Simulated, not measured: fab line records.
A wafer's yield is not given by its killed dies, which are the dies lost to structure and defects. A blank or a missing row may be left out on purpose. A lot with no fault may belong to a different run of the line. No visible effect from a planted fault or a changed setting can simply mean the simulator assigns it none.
Lot-split experiment | flow gf180mcu | 23 wafers read across 5 lots, on a route 602 steps long

THE SPLIT ITSELF
At GF_V3_CMP_04 (polishes SiO2), the setting leave above ref nm was moved away from the recipe's 632.5 nm on 6 of the 23 wafers read, by -2.5% to +2.7%. This setting was run at the recipe's value on the other wafers.

Reading taken at the split's own step.

THE READING
SiO2_of_V3_CVD_02.thk nm (the simulator's own value, which no gauge read), in nm, at GF_V3_CMP_04 (polishes SiO2). The file gives no usual value for it. Average 633.4 nm, standard deviation 1.2 nm, over the 17 wafers here run with the recipe.

wafer  | tool, chamber at the split | leave above ref nm as run, nm | against the recipe | SiO2_of_V3_CVD_02.thk nm, nm | against lot-mates on the recipe
L076.4 | cmp-01, 2                  | 632.5                         | recipe             | 631.6                        | -
L076.2 | cmp-01, 3                  | 632.5                         | recipe             | 632.6                        | -
L076.3 | cmp-01, 0                  | 632.5                         | recipe             | 635                          | -
L076.5 | cmp-01, 1                  | 632.5                         | recipe             | 633.4                        | -
L076.6 | cmp-01, 2                  | 632.5                         | recipe             | 631.3                        | -
L077.2 | cmp-02, 0                  | 632.5                         | recipe             | 631.8                        | -
L077.1 | cmp-02, 2                  | 632.5                         | recipe             | 633                          | -
L077.6 | cmp-02, 3                  | 632.5                         | recipe             | 632.8                        | -
L080.1 | cmp-01, 0,1                | 649.4                         | +2.7%              | 651.1                        | +17.0
L080.5 | cmp-01, 0,1                | 649.4                         | +2.7%              | 651.1                        | +17.0
L080.3 | cmp-01, 1                  | 649.4                         | +2.7%              | 650.8                        | +16.7
L080.2 | cmp-01, 3                  | 632.5                         | recipe             | 633.5                        | -
L080.6 | cmp-01, 0                  | 632.5                         | recipe             | 634.7                        | -
L082.3 | cmp-01, 2                  | 616.5                         | -2.5%              | 616                          | -16.8
L082.1 | cmp-01, 3                  | 632.5                         | recipe             | 632.9                        | -
L082.2 | cmp-01, 1                  | 616.5                         | -2.5%              | 617.8                        | -15.0
L082.6 | cmp-01, 2                  | 616.5                         | -2.5%              | 616.9                        | -15.9
L082.5 | cmp-01, 3                  | 632.5                         | recipe             | 632.6                        | -
L084.2 | cmp-01, 0                  | 632.5                         | recipe             | 634.6                        | -
L084.1 | cmp-01, 1                  | 632.5                         | recipe             | 634.2                        | -
L084.3 | cmp-01, 3                  | 632.5                         | recipe             | 634.8                        | -
L084.6 | cmp-01, 0                  | 632.5                         | recipe             | 635.2                        | -
L084.5 | cmp-01, 1                  | 632.5                         | recipe             | 633.7                        | -
The file does not say which wafer passed through which chamber wherever a row lists several chambers: such a row stands for several wafers.

THE FIT
A straight line over all 23 wafers: SiO2_of_V3_CVD_02.thk nm changes by +6.56 nm for each +1% of leave above ref nm; r = +0.99; the points scatter about the line by 1.1 nm.
The same after taking each lot's own level away (the mean of its wafers on the recipe; 23 wafers): +6.3 nm for each +1%; r = +1.00; scatter 0.8 nm.
On that fit, the largest move of leave above ref nm shifts the reading by 17 nm.
The span of the lots' own levels, 632.53 to 634.50 nm, comes to 1.7 times the standard deviation stated above.
The two slopes are in agreement: the lot-to-lot level therefore moves the slope only a little.
Check: for one of the wafers moved furthest among these (+2.7%), held out of the fit, the line's prediction against its lot-mates is +16.8 nm. It came out at +17 nm against them.

THE OTHER SPLITS THESE WAFERS WENT THROUGH
Before the reading, these wafers also passed through other splits. Each is held against what the fit with the lots' levels taken away leaves over:
other split on the same wafers       | wafers away from the commonest value | r with SiO2_of_V3_CVD_02.thk nm (lot level and that fit taken away)
GF_M1_SPUTTER_04 chamber pressure pa | 18                                   | +0.01
GF_M1_STRIP_17 power w               | 8                                    | +0.03
GF_V1_SPUTTER_22 time s              | 9                                    | -0.12
GF_M2_SPUTTER_01 power w             | 7                                    | +0.19
GF_M2_PEB_12 peb temp c              | 10                                   | -0.13
GF_V2_CVD_00 sih4 flow sccm          | 7                                    | -0.15
GF_M3_SPUTTER_02 power w             | 6                                    | +0.26
GF_M3_SOFTBAKE_10 temp c             | 11                                   | +0.08

THE FILE'S OWN FIT
SiO2_of_V3_CVD_02.thk nm changes by +6.3 nm for each +1% of leave above ref nm, r = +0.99.
